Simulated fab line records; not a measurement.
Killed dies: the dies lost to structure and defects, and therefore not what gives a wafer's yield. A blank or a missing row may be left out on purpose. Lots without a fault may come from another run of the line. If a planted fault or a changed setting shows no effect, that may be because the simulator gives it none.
Which tool was responsible? | flow gf180mcu | 33 wafers from 11 lots sampled at 4 of the route's 602 steps

## WHAT THE GAUGES READ, wafer by wafer
GF_HV_LDD_CD_MEAS_46 targets a cd of 400 nm. Usual: 399.4 nm for cd nm, sd 2.4.
lot  | measured     | on        | cd nm (nm)        | flag
L124 | day 14 09:22 | cd sem-02 | 400.7 400.7 404.1 |
L125 | day 14 15:16 | cd sem-01 | 400.1 402.6 401.5 |
L126 | day 14 22:34 | cd sem-02 | 397.9 398.5 399.6 |
L127 | day 15 03:58 | cd sem-01 | 539.0 540.0 538.2 | OFF
L128 | day 15 15:37 | cd sem-02 | 395.7 396.8 396.5 |
L129 | day 15 21:50 | cd sem-01 | 537.5 540.0 537.3 | OFF
L130 | day 16 02:31 | cd sem-02 | 539.4 539.1 538.7 | OFF
L137 | day 18 16:41 | cd sem-01 | 398.4 402.2 402.9 |
L142 | day 20 00:25 | cd sem-02 | 401.1 402.0 401.8 |
L144 | day 20 17:46 | cd sem-01 | 402.1 402.3 401.1 |
L145 | day 21 03:19 | cd sem-02 | 405.7 403.8 401.7 |

## WHAT TOOL EACH LOT RAN ON (gives the tool, then ch and the chambers of the sampled wafers, and finally the start)
lot  | GF_VT_IMPLANT_STRIP_31               | GF_HV_LDD_STRIP_10                   | GF_HV_LDD_COAT_41
L124 | plasma asher-01 ch 0,1, day 7 23:01  | plasma asher-04 ch 0,1, day 11 17:07 | litho track-02 ch 0, day 13 22:10
L125 | plasma asher-04 ch 0,1, day 8 03:57  | plasma asher-03 ch 0,1, day 11 21:58 | litho track-04 ch 0, day 14 03:40
L126 | plasma asher-03 ch 1, day 8 10:53    | plasma asher-03 ch 0,1, day 12 05:52 | litho track-04 ch 0, day 14 11:34
L127 | plasma asher-03 ch 0,1, day 8 18:42  | plasma asher-02 ch 0,1, day 12 12:53 | litho track-04 ch 0, day 14 17:28
L128 | plasma asher-04 ch 0,1, day 8 23:33  | plasma asher-03 ch 0,1, day 12 22:13 | litho track-02 ch 0, day 15 03:22
L129 | plasma asher-04 ch 0,1, day 9 07:43  | plasma asher-03 ch 0,1, day 13 03:38 | litho track-04 ch 0, day 15 10:35
L130 | plasma asher-03 ch 0, day 9 14:32    | plasma asher-04 ch 0,1, day 13 07:38 | litho track-04 ch 0, day 15 15:01
L137 | plasma asher-03 ch 0,1, day 11 16:33 | plasma asher-04 ch 0, day 15 16:02   | litho track-02 ch 0, day 18 04:11
L142 | plasma asher-04 ch 0,1, day 12 21:25 | plasma asher-02 ch 0,1, day 16 22:43 | litho track-04 ch 0, day 19 11:31
L144 | plasma asher-03 ch 0,1, day 13 11:37 | plasma asher-03 ch 0,1, day 17 13:37 | litho track-04 ch 0, day 20 04:16
L145 | plasma asher-01 ch 0,1, day 13 17:54 | plasma asher-04 ch 0, day 18 00:19   | litho track-02 ch 0, day 20 14:34
- GF_VT_IMPLANT_STRIP_31: strips in O2/N2.
- GF_HV_LDD_STRIP_10: strips in O2/N2.
- GF_HV_LDD_COAT_41: resist thk 1000 nm.

## WHAT THE TOOLS THEMSELVES READ (means of the sampled wafers that have a number; where no wafer has one, the mark that the record gives instead)
GF_VT_IMPLANT_STRIP_31. Usual: drypump motor current A 5.8 A, standard deviation 0.44; heater power w 321 W, standard deviation 33; oes product au 0.716 a.u., standard deviation 0.0049; strip time to endpoint s 12.78 s, standard deviation 0.034.
lot  | tool            | drypump motor current A (A) | heater power w (W) | oes product au (a.u.) | strip time to endpoint s (s) | flag
L124 | plasma asher-01 | 5.5                         | 295                | 0.720                 | 12.81                        |
L125 | plasma asher-04 | 5.7                         | 333                | 0.713                 | 12.82                        |
L126 | plasma asher-03 | 6.6                         | 296                | 0.713                 | 12.80                        |
L127 | plasma asher-03 | 6.3                         | 300                | 0.717                 | 12.78                        |
L128 | plasma asher-04 | 5.7                         | 340                | 0.718                 | 12.77                        |
L129 | plasma asher-04 | 5.7                         | 360                | 0.712                 | 12.80                        |
L130 | plasma asher-03 | 5.8                         | 312                | 0.714                 | 12.81                        |
L137 | plasma asher-03 | 6.3                         | 300                | 0.716                 | 12.80                        |
L142 | plasma asher-04 | 5.7                         | 329                | 0.714                 | 12.79                        |
L144 | plasma asher-03 | 6.1                         | 301                | 0.721                 | 12.80                        |
L145 | plasma asher-01 | 5.2                         | 313                | 0.719                 | 12.79                        |

GF_HV_LDD_STRIP_10. Usual: drypump motor current A 5.96 A, standard deviation 0.3; heater power w 336 W, standard deviation 40; oes product au 0.716 a.u., standard deviation 0.0045; strip time to endpoint s 12.64 s, standard deviation 0.041.
lot  | tool            | drypump motor current A (A) | heater power w (W) | oes product au (a.u.) | strip time to endpoint s (s) | flag
L124 | plasma asher-04 | 5.69                        | 355                | 0.716                 | 12.64                        |
L125 | plasma asher-03 | 6.32                        | 299                | 0.715                 | 12.66                        |
L126 | plasma asher-03 | 6.04                        | 302                | 0.720                 | 12.64                        |
L127 | plasma asher-02 | 6.11                        | 365                | 0.715                 | 12.61                        |
L128 | plasma asher-03 | 6.03                        | 302                | 0.715                 | 12.60                        |
L129 | plasma asher-03 | 6.06                        | 306                | 0.711                 | 12.67                        |
L130 | plasma asher-04 | 5.66                        | 366                | 0.718                 | 12.61                        |
L137 | plasma asher-04 | 5.65                        | 380                | 0.711                 | 12.58                        |
L142 | plasma asher-02 | 6.02                        | 332                | 0.714                 | 12.71                        |
L144 | plasma asher-03 | 6.30                        | 294                | 0.713                 | 12.59                        |
L145 | plasma asher-04 | 5.62                        | 381                | 0.722                 | 12.66                        |

## THE ANSWER, worked out from the rows above alone
Rule: take the mean of a lot's wafers that have a number; if it is more than 3 standard deviations from the usual mean, the lot is off. A lot without any number at a reading at which 4 lots or more have one is off too. Any other lot the step has rows for is counted as sound. First the gauges in route order, then the tools' own readings, where a lot's mean is used as printed above. The first step at which some lot is off is used, and at that step the reading that is off furthest; a lot without a number counts as furthest.
Off, at GF_HV_LDD_CD_MEAS_46 on cd nm: L127, L129, L130.
A tool fits if, at a process step before that reading, it ran every lot that is off, and no sound lot after the first of them. Those tools and the gauges at GF_HV_LDD_CD_MEAS_46 are tried in the same way. Of those tried, none fits.

## WHAT WAS PUT IN BY THE SIMULATOR
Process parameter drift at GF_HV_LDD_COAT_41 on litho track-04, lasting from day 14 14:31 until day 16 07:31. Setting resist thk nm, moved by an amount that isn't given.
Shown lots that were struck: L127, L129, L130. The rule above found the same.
